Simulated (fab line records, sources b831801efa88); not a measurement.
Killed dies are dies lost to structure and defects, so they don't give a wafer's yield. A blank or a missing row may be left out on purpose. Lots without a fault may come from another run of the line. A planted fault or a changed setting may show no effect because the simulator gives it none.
A struck lot beside a sound one | flow sfq_line | 42 steps out of a route of 325
Sound: wafers L809.3, L809.5, L809.6. Struck: wafer L819.3. (L819.4, L819.6 of the same lot were not struck and are left out.) The cause comes at the end.
At each step with rows: each side's tool, then ch and its chambers, then its first start. Under that, the readings that differ: sound wafers | struck wafers | difference of the means | sigmas: that difference in standard deviations of wafers without a fault.
alike: readings whose means differ by less than 2 such deviations, and words and numbers that are the same on both sides. not compared: withheld readings, readings that some wafer has no value for, bounds like >300 that may hide the same value, and numbers for which the record gives no deviation and whose values overlap.
The two part at a step that has a row with sigmas, a row that says differs or no value, or rows on one side only. Numbers that don't overlap but have no deviation are shown without sigmas and don't part them. A reading that every wafer of one side lacks parts them only if that side has two wafers or more.

first, 3 steps without rows for these wafers: SFQ_TRILAYER_M5_LITHO_EXPOSE_124 (exposes mask M5, target cd 700 nm); SFQ_TRILAYER_M5_LITHO_PEB_126 (peb time 60 s); SFQ_TRILAYER_M5_LITHO_DEVELOP_125 (time 60 s).
SFQ_M5_OVL_MEAS_932:
  sound on overlay-02, day 68 05:46; struck on overlay-01, day 73 11:19
  alike: M5_OVL
SFQ_TRILAYER_M5_BARC_OPEN_METAL_ETCH_161: etches BARC in O2, target depth 125 nm, time 41.7 s.
  sound on rie_metal-03 ch 0,1, day 68 05:48; struck on rie_metal-02 ch 0, day 73 11:22
  alike: bias_w, drypump_motor_current_A, oes_product_au
  not compared: rf_hours_counter_h
then, 3 steps without rows for these wafers: SFQ_TRILAYER_M5_ETCH_METAL_ETCH_126 (etches Nb in Cl2/BCl3, stops on SiO2, time 203.2 s, target depth 265 nm); SFQ_TRILAYER_M5_STRIP_STRIP_127 (strips in O2); SFQ_TRILAYER_M5_STRIP_SOLV_CLEAN_128 (cleans in NMP, time 600 s).
SFQ_TRILAYER_A5B_DEP_PECVD_129: deposits SiO2 from SiH4/N2O, time 133.33 s, target thk 600 nm.
  sound on pecvd-03 ch 0,1, day 68 06:50; struck on pecvd-03 ch 1, day 73 12:22
  alike: heater_power_w, throttle_valve_pct
then, 3 steps without rows for these wafers: SFQ_TRILAYER_A5B_CMP_CMP_130 (polishes, stops on Nb, target thk 340.7 nm); SFQ_TRILAYER_A5B_METRO_MEASURE_131; SFQ_TRILAYER_R5_DEP_SPUTTER_132 (material Ti, target thk 5 nm, time 5 s).
SFQ_TRILAYER_R5_DEP_SPUTTER_133: material MoNx, target thk 40 nm, time 66.7 s.
  sound on pvd_sputter-04, day 69 23:25; struck on pvd_sputter-06, day 73 16:41
  reading                                               | sound             | struck | difference | sigmas
  model.MoNx_of_TRILAYER_R5_DEP_SPUTTER_133.thk_nm (nm) | 39.46 40.52 39.69 | 26.58  | -13.31     |
  alike: throttle_valve_pct
SFQ_TRILAYER_R5_DEP_SPUTTER_134: material Ti, target thk 5 nm, time 5 s.
  sound on pvd_sputter-04, day 69 23:28; struck on pvd_sputter-06, day 73 16:44
  alike: throttle_valve_pct
SFQ_R5_RS_MEAS_933: measures by four-point-probe.
  sound on film_metro-01, day 69 23:31; struck on film_metro-03, day 73 17:05
  reading             | sound          | struck | difference | sigmas
  R5_MONX_RS (ohm/sq) | 7.14 6.98 7.09 | 10.35  | +3.28      | +35
  not compared: hold
SFQ_R5_THK_MEAS_934: measures by xrf.
  sound on film_metro-01, day 69 23:37; struck on film_metro-03, day 73 21:17
  reading          | sound          | struck | difference | sigmas
  R5_MONX_THK (nm) | 40.0 41.0 39.9 | 26.9   | -13.4      | -21
  not compared: hold
then, 5 steps without rows for these wafers: SFQ_TRILAYER_R5_LITHO_COAT_136 (resist thk 600 nm); SFQ_TRILAYER_R5_LITHO_SOFTBAKE_140; SFQ_TRILAYER_R5_LITHO_EXPOSE_137 (exposes mask R5, target cd 500 nm); SFQ_TRILAYER_R5_LITHO_PEB_139 (peb time 60 s); SFQ_TRILAYER_R5_LITHO_DEVELOP_138 (time 60 s).
-- the record jumps here: 3 days lie between the struck wafers' starts before and after --
SFQ_R5_OVL_MEAS_935:
  sound on overlay-01, day 70 01:55; struck on overlay-02, day 77 08:17
  alike: R5_OVL
then, 4 steps without rows for these wafers: SFQ_TRILAYER_R5_BARC_OPEN_METAL_ETCH_177 (etches BARC in O2, target depth 125 nm, time 41.7 s); SFQ_TRILAYER_R5_ETCH_METAL_ETCH_139 (etches the open film in Cl2, stops on SiO2, target depth 60 nm, time 40 s); SFQ_TRILAYER_R5_STRIP_STRIP_140 (strips in O2); SFQ_TRILAYER_R5_STRIP_SOLV_CLEAN_141 (cleans in NMP, time 600 s).
SFQ_TRILAYER_A5C_DEP_PECVD_142: deposits SiO2 from SiH4/N2O, time 15.556 s, target thk 70 nm.
  sound on pecvd-02 ch 0,1,2, day 70 02:50; struck on pecvd-03 ch 0, day 77 09:12
  reading            | sound    | struck | difference | sigmas
  heater_power_w (W) | 59 76 64 | 112    | +46        | +3
  alike: throttle_valve_pct
then, 6 steps without rows for these wafers: SFQ_TRILAYER_I5_LITHO_COAT_149 (resist thk 62 nm); SFQ_TRILAYER_I5_LITHO_COAT_144 (resist thk 650 nm); SFQ_TRILAYER_I5_LITHO_SOFTBAKE_148; SFQ_TRILAYER_I5_LITHO_EXPOSE_145 (exposes mask I5, target cd 700 nm); SFQ_TRILAYER_I5_LITHO_PEB_147 (peb time 60 s); SFQ_TRILAYER_I5_LITHO_DEVELOP_146 (time 60 s).
SFQ_I5_OVL_MEAS_936:
  sound on overlay-02, day 70 06:19; struck on overlay-01, day 78 09:08
  alike: I5_OVL
SFQ_TRILAYER_I5_BARC_OPEN_VIA_ETCH_200: etches BARC in O2, target depth 125 nm, time 41.7 s.
  sound on rie_diel-04 ch 0,2,3, day 70 06:21; struck on rie_diel-01 ch 3, day 78 09:10
  reading                     | sound       | struck | difference | sigmas
  drypump_motor_current_A (A) | 5.9 5.7 5.4 | 4.8    | -0.9       | -2
  alike: bias_w, oes_product_au
  not compared: rf_hours_counter_h
then, 6 steps without rows for these wafers: SFQ_TRILAYER_I5_ETCH_VIA_ETCH_147 (etches the open film in CHF3, stops on Nb, target depth 360 nm); SFQ_TRILAYER_I5_STRIP_STRIP_148 (strips in O2); SFQ_TRILAYER_I5_STRIP_SOLV_CLEAN_149 (cleans in NMP, time 600 s); SFQ_TRILAYER_C5_LITHO_COAT_156 (resist thk 62 nm); SFQ_TRILAYER_C5_LITHO_COAT_151 (resist thk 650 nm); SFQ_TRILAYER_C5_LITHO_SOFTBAKE_155.
-- the record jumps here: 14 days lie between the struck wafers' starts before and after --
SFQ_M8_BOW_MEAS_951:
  sound on film_metro-01, day 88 18:31; struck on film_metro-02, day 92 15:25
  reading                 | sound             | struck | difference | sigmas
  model.etest.r5.ohm_um   | 14.28 13.93 14.23 | 21.12  | +6.97      |
  model.etest.r5.ohm_sq   | 7.137 6.95 7.095  | 10.6   | +3.5       |
  model.etest.c5.link_ohm | 8.111 7.926 8.076 | 11.56  | +3.52      |
  alike: M8_BOW

WHERE THEY PART
First at SFQ_R5_RS_MEAS_933; last, within this record, at SFQ_TRILAYER_I5_BARC_OPEN_VIA_ETCH_200. Later steps at which nothing parts them and some readings are alike: SFQ_M8_BOW_MEAS_951.

WHY: what the simulator had put in
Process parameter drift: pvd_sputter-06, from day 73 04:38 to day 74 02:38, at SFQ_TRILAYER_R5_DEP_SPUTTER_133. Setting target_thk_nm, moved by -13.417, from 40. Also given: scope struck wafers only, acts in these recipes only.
